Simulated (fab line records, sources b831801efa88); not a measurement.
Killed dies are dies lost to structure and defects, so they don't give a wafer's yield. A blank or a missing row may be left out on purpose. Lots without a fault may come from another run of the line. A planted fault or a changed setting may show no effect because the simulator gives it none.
Problem report in the 8D (eight disciplines) form, filled by code | flow sky130 | the parts of the form that need people (team, actions taken, sign-off) are left out

1. THE PROBLEM
strip_time_to_endpoint_s at SKY_LDD_LDN_STRIP_12 reads a mean of 6.67 s on 3 wafers of 3 lots; wafers without a fault read 14.19 s with a standard deviation of 0.047. That is -99 or more standard deviations from the usual mean.
The step: strips in O2/N2.
First seen on wafer L547.5, day 27 03:10, on plasma_asher-02. The record holds 37 wafers of 13 lots with a number at this step. Rule for "out", or "out of limits": more than 4 standard deviations from the usual mean. The other wafers with a number count as sound.

2. WHAT IT IS AND WHAT IT IS NOT
question                    | is                                       | is not
which readings at this step | strip_time_to_endpoint_s, oes_product_au | drypump_motor_current_A, o2_flow_sccm
which lots                  | L547, L548, L549                         | L533, L534, L535, L538, L541, L542, L543, L554, L555, L556
which wafers of those lots  | L547.5, L548.5, L549.4                   | L547.6, L548.6, L549.1, L549.3
read on which tools         | plasma_asher-02                          | plasma_asher-03, plasma_asher-04
when                        | from day 27 03:10                        | up to then (22 sound wafers); but 12 sound wafers of L548, L549, L554, L555, L556 came after

3. SUSPECTS, AND WHAT RULES EACH OUT
Counting: a tool at a process step up to the reading stays a suspect if it ran every lot that is out. Sound lots after the first of them don't rule it out here, since some wafers of a struck lot are sound.
- litho_track-03 at SKY_LDD_LDN_COAT_02 (resist thk 1140 nm): kept. It ran every lot that is out, first L547 (day 26 11:25); its last sound lot up to then is L542 (day 25 02:43).
- plasma_asher-02 at SKY_LDD_LDN_STRIP_12 (strips in O2/N2): kept. It ran every lot that is out, first L547 (day 27 03:10); its last sound lot up to then is L543 (day 26 01:33). Its own readings are out on those wafers: oes_product_au, strip_time_to_endpoint_s.
Left after counting: litho_track-03 at SKY_LDD_LDN_COAT_02, plasma_asher-02 at SKY_LDD_LDN_STRIP_12.

4. THE CAUSE (what the simulator had put in)
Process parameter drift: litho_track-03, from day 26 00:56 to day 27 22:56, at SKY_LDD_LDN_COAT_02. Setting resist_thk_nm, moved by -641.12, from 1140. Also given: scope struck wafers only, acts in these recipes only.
Counting left 2 suspects, and this tool is among them.

5. THE CHAIN OF EFFECTS, in route order
Each row: a reading whose mean over the struck wafers that have a number lies more than 3 standard deviations from the usual. Only readings for which the record gives a usual standard deviation are gone through. hours: the time from each lot's start at the first step in this table that gives one to its start at this step, as a median over the lots. sigmas: the change in usual standard deviations.
hours | step                  | reading                  | usual      | on struck wafers | change | sigmas
0     | SKY_LDD_LDN_STRIP_12  | oes_product_au           | 0.715 a.u. | 0.511            | -0.204 | -43
0     | SKY_LDD_LDN_STRIP_12  | strip_time_to_endpoint_s | 14.19 s    | 6.67             | -7.52  | -99 or more
514   | SKY_PAD_OPEN_PROBE_99 | killed_at_front_end      | 15         | 37               | +22    | +5.0
The process steps in it:
- SKY_LDD_LDN_STRIP_12: strips in O2/N2.
- SKY_PAD_OPEN_PROBE_99
Later measuring or inspecting steps at which every struck wafer that the step has a row for has a number for every such reading, and none has moved that far: SKY_SPACER_THK_MEAS_01.

6. WHAT WOULD HAVE CAUGHT IT SOONER
In this record the first reading out of limits was taken at day 27 03:10, 26 hours after the fault began at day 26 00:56.
Of the lots that are out (3), L549 began SKY_LDD_LDN_COAT_02 on litho_track-03 after day 27 03:10. A hold on the tool at that time would have spared it.
